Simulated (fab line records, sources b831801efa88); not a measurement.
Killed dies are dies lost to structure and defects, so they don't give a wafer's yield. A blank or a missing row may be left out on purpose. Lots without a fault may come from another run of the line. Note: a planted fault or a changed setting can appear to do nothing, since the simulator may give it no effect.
One fault seen from 2 desks / flow sky130 / what lay behind the numbers comes last; until then each desk has only its own

## FROM THE METROLOGY DESK
What the gauges read, lot by lot, whatever tool the lot ran on: means of the sampled wafers that have a number. The brackets show how far a lot's mean lies from the usual mean; more than 4 standard deviations puts the lot out of limits, marked OUT.
Columns: A = cd-nm at SKY_VIA2_CD_MEAS_12, usual 200.5 nm; B = CAPM_TIN_RS at SKY_CAPM_RS_MEAS_03, usual 6.96 ohm/sq; C = CAPM_TIN_THK at SKY_CAPM_THK_MEAS_04, usual 200.6 nm
lot=L284; first seen here=day 36 15:06; A=199.8; B=7.07; C=197.6
lot=L293; first seen here=day 39 09:10; A=201.2; B=7.06; C=197.2
lot=L294; first seen here=day 39 18:13; A=193.5 (-4.7) OUT; B=6.95; C=201.4
lot=L296; first seen here=day 39 21:37; A=189.9 (-7.0) OUT; B=6.91; C=201.7
lot=L298; first seen here=day 40 15:11; A=198.1; B=7.03; C=198.9
lot=L300; first seen here=day 41 09:10; A=198.9; B=6.88; C=202.3
lot=L302; first seen here=day 41 19:02; A=203.6; B=6.99; C=198.9
lot=L303; first seen here=day 42 11:07; A=201.4; B=6.93; C=201.4
lot=L304; first seen here=day 42 12:24; A=200.9; B=6.97; C=200.7
lot=L305; first seen here=day 42 14:42; A=201.2; B=6.91; C=202.2
lot=L307; first seen here=day 43 10:22; A=199.5; B=6.92; C=201.8
This desk finds L294, L296 out of limits, L294 being first, at day 39 18:13 (cd-nm at SKY_VIA2_CD_MEAS_12). In limits: L284, L293, L298, L300, L302, L303, L304, L305, L307.

## AT THE TOOL OWNER'S DESK: krf-scanner-01
The tool's own readings at SKY_VIA2_EXPOSE_09 (exposes mask VIM2, target cd 200 nm): means of the sampled wafers that have a number, for each lot that ran on this tool. The brackets show how far a lot's mean lies from the usual mean; more than 4 standard deviations puts the lot out of limits, marked OUT.
Columns: A = exposure-dose-mJ-cm2 at SKY_VIA2_EXPOSE_09, usual 38.04
lot=L284; first seen here=day 36 01:37; A=38.00
lot=L294; first seen here=day 39 05:22; A=38.48 (+8.9) OUT
lot=L296; first seen here=day 39 08:41; A=38.52 (+9.9) OUT
lot=L303; first seen here=day 42 00:11; A=37.98
lot=L305; first seen here=day 42 03:16; A=37.98
This desk finds L294, L296 out of limits, L294 being first, at day 39 05:22 (exposure-dose-mJ-cm2 at SKY_VIA2_EXPOSE_09). In limits: L284, L303, L305.

## ALL TOGETHER
The tool owner's desk could have raised an alarm at day 39 05:22, on L294, L296.
At day 39 18:13 the metrology desk could have sounded an alarm, on L294, L296.
The lots listed all ran SKY_VIA2_EXPOSE_09 on krf-scanner-01.

## WHAT THE SIMULATOR HAD INSERTED
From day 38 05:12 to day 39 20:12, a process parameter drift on krf-scanner-01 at SKY_VIA2_EXPOSE_09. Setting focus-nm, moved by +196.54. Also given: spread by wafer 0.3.
Struck lots among those shown: L294, L296.
Delay (hours) between the fault's onset and each desk's first out-of-limits reading: 24 at the tool owner's desk, 37 at the metrology desk.
